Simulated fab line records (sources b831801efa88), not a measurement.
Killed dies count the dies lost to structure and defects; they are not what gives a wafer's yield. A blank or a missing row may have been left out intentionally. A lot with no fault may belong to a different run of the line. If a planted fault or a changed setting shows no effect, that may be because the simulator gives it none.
Which tool was responsible? / flow sky130 / 72 wafers from 24 lots sampled at 5 of the route's 708 steps

## WHAT THE GAUGES SHOWED, per wafer
SKY_NWELL_RS_MEAS_29: the measuring method here is four-point-probe.
lot=L074; measured=day 5 12:54; on=filmMetro-02; NWELL_RS (ohm/sq)=624.6 624.5 624.8
lot=L075; measured=day 5 16:03; on=filmMetro-03; NWELL_RS (ohm/sq)=620.2 622.2 622.7
lot=L076; measured=day 5 23:43; on=filmMetro-02; NWELL_RS (ohm/sq)=624.3 623.4 623.7
lot=L077; measured=day 6 06:53; on=filmMetro-03; NWELL_RS (ohm/sq)=622.4 622.9 623.3
lot=L078; measured=day 6 22:04; on=filmMetro-03; NWELL_RS (ohm/sq)=623.1 622.7 624.6
lot=L079; measured=day 6 23:08; on=filmMetro-04; NWELL_RS (ohm/sq)=624.9 627.2 626.1
lot=L080; measured=day 7 07:50; on=filmMetro-03; NWELL_RS (ohm/sq)=625.4 624.1 623.1
lot=L081; measured=day 7 13:52; on=filmMetro-04; NWELL_RS (ohm/sq)=626.9 628.5 628.0
lot=L082; measured=day 7 17:18; on=filmMetro-04; NWELL_RS (ohm/sq)=624.2 624.0 626.1
lot=L083; measured=day 7 20:01; on=filmMetro-03; NWELL_RS (ohm/sq)=623.2 623.4 622.3
lot=L084; measured=day 8 06:42; on=filmMetro-04; NWELL_RS (ohm/sq)=624.1 623.3 623.2
lot=L085; measured=day 8 15:58; on=filmMetro-02; NWELL_RS (ohm/sq)=625.2 623.2 623.4
lot=L086; measured=day 8 20:46; on=filmMetro-03; NWELL_RS (ohm/sq)=623.4 621.5 624.0
lot=L087; measured=day 9 05:08; on=filmMetro-03; NWELL_RS (ohm/sq)=624.4 624.2 625.8
lot=L088; measured=day 9 07:39; on=filmMetro-02; NWELL_RS (ohm/sq)=621.8 621.0 621.4
lot=L089; measured=day 9 12:06; on=filmMetro-04; NWELL_RS (ohm/sq)=625.7 622.7 621.9
lot=L090; measured=day 9 16:06; on=filmMetro-03; NWELL_RS (ohm/sq)=624.6 628.5 625.6
lot=L091; measured=day 9 19:34; on=filmMetro-04; NWELL_RS (ohm/sq)=620.9 623.1 624.7
lot=L092; measured=day 10 08:15; on=filmMetro-04; NWELL_RS (ohm/sq)=625.1 622.7 624.7
lot=L093; measured=day 10 09:28; on=filmMetro-04; NWELL_RS (ohm/sq)=627.0 624.9 624.0
lot=L094; measured=day 10 15:32; on=filmMetro-04; NWELL_RS (ohm/sq)=625.9 627.1 627.5
lot=L095; measured=day 10 21:56; on=filmMetro-02; NWELL_RS (ohm/sq)=625.3 624.3 624.2
lot=L096; measured=day 11 06:45; on=filmMetro-04; NWELL_RS (ohm/sq)=625.7 628.3 626.4
lot=L097; measured=day 11 10:22; on=filmMetro-02; NWELL_RS (ohm/sq)=623.7 622.6 625.1

SKY_VT_ADJUST_NCORE_TW_MEAS_11.
lot=L074; measured=day 9 01:40; on=filmMetro-01; VT_ADJUST_NCORE_TW=216.9 215.6 215.2
lot=L075; measured=day 9 05:19; on=filmMetro-02; VT_ADJUST_NCORE_TW=219.7 220.7 219.6
lot=L076; measured=day 9 13:49; on=filmMetro-03; VT_ADJUST_NCORE_TW=220.7 221.9 222.8
lot=L077; measured=day 9 21:07; on=filmMetro-03; VT_ADJUST_NCORE_TW=221.9 220.5 220.8
lot=L078; measured=day 10 14:35; on=filmMetro-03; VT_ADJUST_NCORE_TW=221.0 221.2 220.7
lot=L079; measured=day 10 17:31; on=filmMetro-01; VT_ADJUST_NCORE_TW=217.5 215.9 216.8
lot=L080; measured=day 11 01:47; on=filmMetro-02; VT_ADJUST_NCORE_TW=222.7 223.2 221.8
lot=L081; measured=day 11 08:30; on=filmMetro-01; VT_ADJUST_NCORE_TW=216.0 216.6 216.8
lot=L082; measured=day 11 11:31; on=filmMetro-03; VT_ADJUST_NCORE_TW=221.5 220.5 221.0
lot=L083; measured=day 11 17:16; on=filmMetro-01; VT_ADJUST_NCORE_TW=216.9 217.7 216.7
lot=L084; measured=day 12 05:40; on=filmMetro-03; VT_ADJUST_NCORE_TW=221.3 221.9 223.1
lot=L085; measured=day 12 13:03; on=filmMetro-02; VT_ADJUST_NCORE_TW=222.4 221.7 221.3
lot=L086; measured=day 12 21:31; on=filmMetro-01; VT_ADJUST_NCORE_TW=218.2 217.8 218.9
lot=L087; measured=day 13 07:25; on=filmMetro-01; VT_ADJUST_NCORE_TW=218.3 217.0 217.6
lot=L088; measured=day 13 10:11; on=filmMetro-02; VT_ADJUST_NCORE_TW=219.3 220.1 218.9
lot=L089; measured=day 13 14:35; on=filmMetro-03; VT_ADJUST_NCORE_TW=222.4 222.4 222.4
lot=L090; measured=day 13 19:19; on=filmMetro-02; VT_ADJUST_NCORE_TW=220.0 221.3 218.7
lot=L091; measured=day 13 23:33; on=filmMetro-02; VT_ADJUST_NCORE_TW=219.3 219.0 219.7
lot=L092; measured=day 14 15:17; on=filmMetro-02; VT_ADJUST_NCORE_TW=218.7 219.6 220.6
lot=L093; measured=day 14 15:46; on=filmMetro-02; VT_ADJUST_NCORE_TW=217.1 218.0 218.0
lot=L094; measured=day 15 00:10; on=filmMetro-02; VT_ADJUST_NCORE_TW=221.7 219.6 221.4
lot=L095; measured=day 15 06:49; on=filmMetro-01; VT_ADJUST_NCORE_TW=218.0 216.9 217.5
lot=L096; measured=day 15 17:24; on=filmMetro-03; VT_ADJUST_NCORE_TW=219.5 218.6 220.0
lot=L097; measured=day 15 22:32; on=filmMetro-03; VT_ADJUST_NCORE_TW=221.4 219.7 221.3

SKY_VT_ADJUST_HVTR_CD_MEAS_07: target cd 380 nm.
lot=L074; measured=day 9 23:19; on=cdSem-02; cdNm (nm)=373.6 372.6 372.4
lot=L075; measured=day 10 04:05; on=cdSem-02; cdNm (nm)=376.6 377.3 375.0
lot=L076; measured=day 10 11:47; on=cdSem-02; cdNm (nm)=378.7 376.5 377.3
lot=L077; measured=day 10 19:45; on=cdSem-01; cdNm (nm)=383.1 382.4 381.2
lot=L078; measured=day 11 14:55; on=cdSem-02; cdNm (nm)=376.5 377.8 377.6
lot=L079; measured=day 11 18:05; on=cdSem-01; cdNm (nm)=376.7 376.4 375.2
lot=L080; measured=day 12 01:56; on=cdSem-01; cdNm (nm)=380.1 380.8 381.5
lot=L081; measured=day 12 09:14; on=cdSem-01; cdNm (nm)=382.8 379.0 378.8
lot=L082; measured=day 12 11:41; on=cdSem-02; cdNm (nm)=378.0 378.9 377.4
lot=L083; measured=day 12 17:29; on=cdSem-01; cdNm (nm)=377.6 375.3 378.6
lot=L084; measured=day 13 07:18; on=cdSem-02; cdNm (nm)=372.9 373.9 373.2
lot=L085; measured=day 13 15:10; on=cdSem-02; cdNm (nm)=379.7 380.0 379.2
lot=L086; measured=day 13 23:26; on=cdSem-01; cdNm (nm)=377.9 377.6 377.6
lot=L087; measured=day 14 10:08; on=cdSem-01; cdNm (nm)=378.1 375.2 376.1
lot=L088; measured=day 14 13:29; on=cdSem-02; cdNm (nm)=381.7 379.4 380.7
lot=L089; measured=day 14 17:30; on=cdSem-01; cdNm (nm)=377.8 381.9 381.4
lot=L090; measured=day 14 23:02; on=cdSem-02; cdNm (nm)=375.6 380.1 377.1
lot=L091; measured=day 15 04:14; on=cdSem-01; cdNm (nm)=382.8 383.9 382.6
lot=L092; measured=day 15 19:18; on=cdSem-02; cdNm (nm)=380.4 380.2 381.3
lot=L093; measured=day 15 20:16; on=cdSem-02; cdNm (nm)=379.6 379.9 377.8
lot=L094; measured=day 16 05:21; on=cdSem-01; cdNm (nm)=376.2 377.6 377.8
lot=L095; measured=day 16 12:01; on=cdSem-01; cdNm (nm)=380.6 379.1 379.8
lot=L096; measured=day 16 23:00; on=cdSem-02; cdNm (nm)=375.4 375.0 375.4
lot=L097; measured=day 17 04:14; on=cdSem-02; cdNm (nm)=377.8 378.3 378.2

SKY_VT_ADJUST_HVTR_TW_MEAS_11.
lot=L074; measured=day 9 23:43; on=filmMetro-04; VT_ADJUST_HVTR_TW=212.8 212.5 213.3
lot=L075; measured=day 10 04:29; on=filmMetro-02; VT_ADJUST_HVTR_TW=209.3 210.9 211.0
lot=L076; measured=day 10 12:11; on=filmMetro-04; VT_ADJUST_HVTR_TW=211.6 211.9 211.9
lot=L077; measured=day 10 20:10; on=filmMetro-02; VT_ADJUST_HVTR_TW=211.8 211.2 211.1
lot=L078; measured=day 11 15:17; on=filmMetro-02; VT_ADJUST_HVTR_TW=213.4 213.7 213.0
lot=L079; measured=day 11 18:28; on=filmMetro-04; VT_ADJUST_HVTR_TW=210.3 211.9 211.9
lot=L080; measured=day 12 02:20; on=filmMetro-04; VT_ADJUST_HVTR_TW=212.4 212.0 212.8
lot=L081; measured=day 12 09:37; on=filmMetro-02; VT_ADJUST_HVTR_TW=212.0 213.2 211.3
lot=L082; measured=day 12 12:05; on=filmMetro-03; VT_ADJUST_HVTR_TW=214.5 213.8 214.3
lot=L083; measured=day 12 17:52; on=filmMetro-02; VT_ADJUST_HVTR_TW=214.0 212.1 212.6
lot=L084; measured=day 13 07:43; on=filmMetro-04; VT_ADJUST_HVTR_TW=212.2 212.3 212.1
lot=L085; measured=day 13 15:34; on=filmMetro-04; VT_ADJUST_HVTR_TW=212.8 211.7 212.0
lot=L086; measured=day 13 23:49; on=filmMetro-04; VT_ADJUST_HVTR_TW=212.8 212.5 211.3
lot=L087; measured=day 14 10:32; on=filmMetro-03; VT_ADJUST_HVTR_TW=213.4 212.7 213.6
lot=L088; measured=day 14 13:53; on=filmMetro-04; VT_ADJUST_HVTR_TW=212.6 211.9 210.5
lot=L089; measured=day 14 17:55; on=filmMetro-04; VT_ADJUST_HVTR_TW=211.5 211.0 211.4
lot=L090; measured=day 14 23:26; on=filmMetro-03; VT_ADJUST_HVTR_TW=213.4 213.3 213.2
lot=L091; measured=day 15 04:37; on=filmMetro-04; VT_ADJUST_HVTR_TW=210.9 211.0 211.0
lot=L092; measured=day 15 19:43; on=filmMetro-02; VT_ADJUST_HVTR_TW=212.2 211.9 212.9
lot=L093; measured=day 15 20:40; on=filmMetro-04; VT_ADJUST_HVTR_TW=211.6 211.2 210.1
lot=L094; measured=day 16 05:46; on=filmMetro-02; VT_ADJUST_HVTR_TW=209.8 211.1 211.5
lot=L095; measured=day 16 12:25; on=filmMetro-02; VT_ADJUST_HVTR_TW=211.7 211.0 211.3
lot=L096; measured=day 16 23:24; on=filmMetro-04; VT_ADJUST_HVTR_TW=209.9 210.4 210.6
lot=L097; measured=day 17 04:38; on=filmMetro-02; VT_ADJUST_HVTR_TW=210.5 213.0 212.4

SKY_SONOS_ONO_CD_MEAS_13: target cd 410 nm.
lot=L074; measured=day 13 07:56; on=cdSem-01; cdNm (nm)=409.7 410.0 411.6
lot=L075; measured=day 13 12:53; on=cdSem-01; cdNm (nm)=411.0 411.0 411.9
lot=L076; measured=day 13 19:34; on=cdSem-02; cdNm (nm)=412.2 412.0 411.1
lot=L077; measured=day 15 01:01; on=cdSem-02; cdNm (nm)=409.8 409.3 407.6
lot=L078; measured=day 15 04:47; on=cdSem-01; cdNm (nm)=415.5 414.4 413.1
lot=L079; measured=day 15 08:06; on=cdSem-02; cdNm (nm)=407.3 409.8 407.6
lot=L080; measured=day 15 15:14; on=cdSem-02; cdNm (nm)=414.1 417.3 414.0
lot=L081; measured=day 16 01:18; on=cdSem-01; cdNm (nm)=407.3 408.7 407.6
lot=L082; measured=day 16 05:58; on=cdSem-02; cdNm (nm)=411.7 411.7 411.9
lot=L083; measured=day 16 12:07; on=cdSem-02; cdNm (nm)=408.8 412.7 409.4
lot=L084; measured=day 17 02:00; on=cdSem-01; cdNm (nm)=407.9 409.4 410.4
lot=L085; measured=day 17 14:45; on=cdSem-01; cdNm (nm)=414.2 411.3 413.2
lot=L086; measured=day 18 01:27; on=cdSem-01; cdNm (nm)=408.7 406.6 407.9
lot=L087; measured=day 18 10:17; on=cdSem-02; cdNm (nm)=407.7 407.8 408.4
lot=L088; measured=day 18 11:21; on=cdSem-01; cdNm (nm)=413.8 412.1 414.2
lot=L089; measured=day 18 18:58; on=cdSem-01; cdNm (nm)=413.9 410.6 410.5
lot=L090; measured=day 19 04:21; on=cdSem-02; cdNm (nm)=408.2 407.6 407.9
lot=L091; measured=day 19 09:51; on=cdSem-02; cdNm (nm)=414.1 415.1 411.9
lot=L092; measured=day 19 21:31; on=cdSem-01; cdNm (nm)=412.2 411.7 411.0
lot=L093; measured=day 20 00:36; on=cdSem-02; cdNm (nm)=415.8 417.8 416.9
lot=L094; measured=day 20 09:14; on=cdSem-02; cdNm (nm)=413.7 412.2 412.1
lot=L095; measured=day 20 20:04; on=cdSem-02; cdNm (nm)=415.1 413.8 415.4
lot=L096; measured=day 21 05:02; on=cdSem-02; cdNm (nm)=409.2 409.0 407.6
lot=L097; measured=day 21 09:32; on=cdSem-02; cdNm (nm)=411.5 409.7 409.3

## WHAT TOOL EACH LOT RAN ON (gives the tool, then ch and the chambers of the sampled wafers, and finally the start)
The record holds no process step before these readings.

## AS READ BY THE TOOLS THEMSELVES (means over the sampled wafers that have a number; for cases with no such wafer, the mark the record gives instead)
The record holds no such reading with a usual standard deviation.

## THE ANSWER, worked out from the rows above alone
Rule: the usual values come from the lots themselves. Put in order of their means at a reading, lots are off if they are a third of the lots or fewer, leave a main group of 4 or more, and stand apart from it by a gap of 3 or more times the standard deviation of the main group's means; of several such gaps the widest counts. If all means in a main group match to the digits the tables above print for the reading, that group is not used. A lot without any number at a reading at which 4 lots or more have one is off too. All remaining lots with rows at the step are treated as sound. After the gauges, taken in route order, come the tools' own readings; for these a lot's mean is taken, as printed above. The first step at which some lot is off is used, and at that step the reading that is off furthest; a lot without a number counts as furthest.
Nothing can be told from this: no lot is off at any reading shown.

## WHAT THE SIMULATOR HAD INSERTED
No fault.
